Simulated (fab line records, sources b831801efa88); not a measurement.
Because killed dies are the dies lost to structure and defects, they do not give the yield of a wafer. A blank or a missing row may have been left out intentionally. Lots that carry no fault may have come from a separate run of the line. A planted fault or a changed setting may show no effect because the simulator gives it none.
Comparing a struck lot with a sound one    flow sky130    15 steps out of a route of 708
Sound: these wafers, L290.1, L290.3, L290.5. Wafers struck: L296.1, L296.2, L296.6. The cause is given at the end.
Each step with rows lists, per side, the tool, then ch with its chambers, then its first start. Under that, the readings that differ: sound wafers    struck wafers    difference of the means    sigmas: that difference in standard deviations of wafers without a fault.
alike: readings whose means differ by less than 2 such deviations, and words and numbers that are the same on both sides. not compared: withheld readings, readings that some wafer has no value for, bounds like >300 that may hide the same value, and numbers for which the record gives no deviation and whose values overlap.
A row with sigmas, a row that says differs or no value, or rows on one side alone: a step with any of these is where the two part. Numbers that have no deviation but don't overlap get no sigmas and don't part them. Lack of a reading on every wafer of one side parts them only where that side has two or more wafers.

first, 2 steps without rows for these wafers: SKY_NWELL_PEB_08; SKY_NWELL_DEVELOP_09 (develop time 60 s).
SKY_NWELL_OVL_MEAS_10:
  struck on overlay-02, day 7 13:09; sound on overlay-01, day 5 12:06
  alike: NWELL_00_OVL
then, 3 steps without rows for these wafers: SKY_NWELL_IMPLANT_11; SKY_NWELL_IMPLANT_12; SKY_NWELL_IMPLANT_13.
SKY_NWELL_STRIP_14: strips in O2/N2.
  sound on plasma asher-03 ch 1, day 5 12:35; struck on plasma asher-04 ch 0,1, day 7 13:40
  alike: drypump motor current A, oes product au, strip time to endpoint s
  not compared: rf hours counter h
SKY_NWELL_TW_MEAS_15:
  struck on film metro-04, day 7 13:46; sound on film metro-04, day 5 12:41
  alike: NWELL_TW
then, 4 steps without rows for these wafers: SKY_NWELL_DEHYDRATE_16 (time 60 s); SKY_NWELL_HMDS_17 (prime time 60 s); SKY_NWELL_COAT_18 (resist thk 3000 nm); SKY_NWELL_SOFTBAKE_19.
SKY_NWELL_EXPOSE_20: exposes mask NWM COMPLEMENT, target cd 840 nm.
  sound on iline stepper-01 ch 0, day 5 22:18; struck on iline stepper-01 ch 0, day 8 00:15
reading               sound                 struck                difference  sigmas
exposure dose mJ cm2  260.10 260.00 260.24  251.07 250.86 251.14  -9.09       -36
  alike: mask
following that, these wafers have no rows for 1 step: SKY_NWELL_PEB_21.
-- the record jumps here: 40 days lie between the struck wafers' starts before and after (it left off in module NWELL and takes up again in module PAD_OPEN, whose first step shown is number 708 of the route) --
SKY_PAD_OPEN_PROBE_99:
  the record has rows for the struck wafers here (prober-01, day 48 10:16) and none for the sound ones

== WHERE THEY PART ==
At SKY_NWELL_EXPOSE_20 first; at SKY_PAD_OPEN_PROBE_99 last (within this record only).

WHY: the cause the simulator had injected
Process parameter drift: iline stepper-01, from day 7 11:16 on, at SKY_NWELL_EXPOSE_20. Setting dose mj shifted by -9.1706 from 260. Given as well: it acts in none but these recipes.
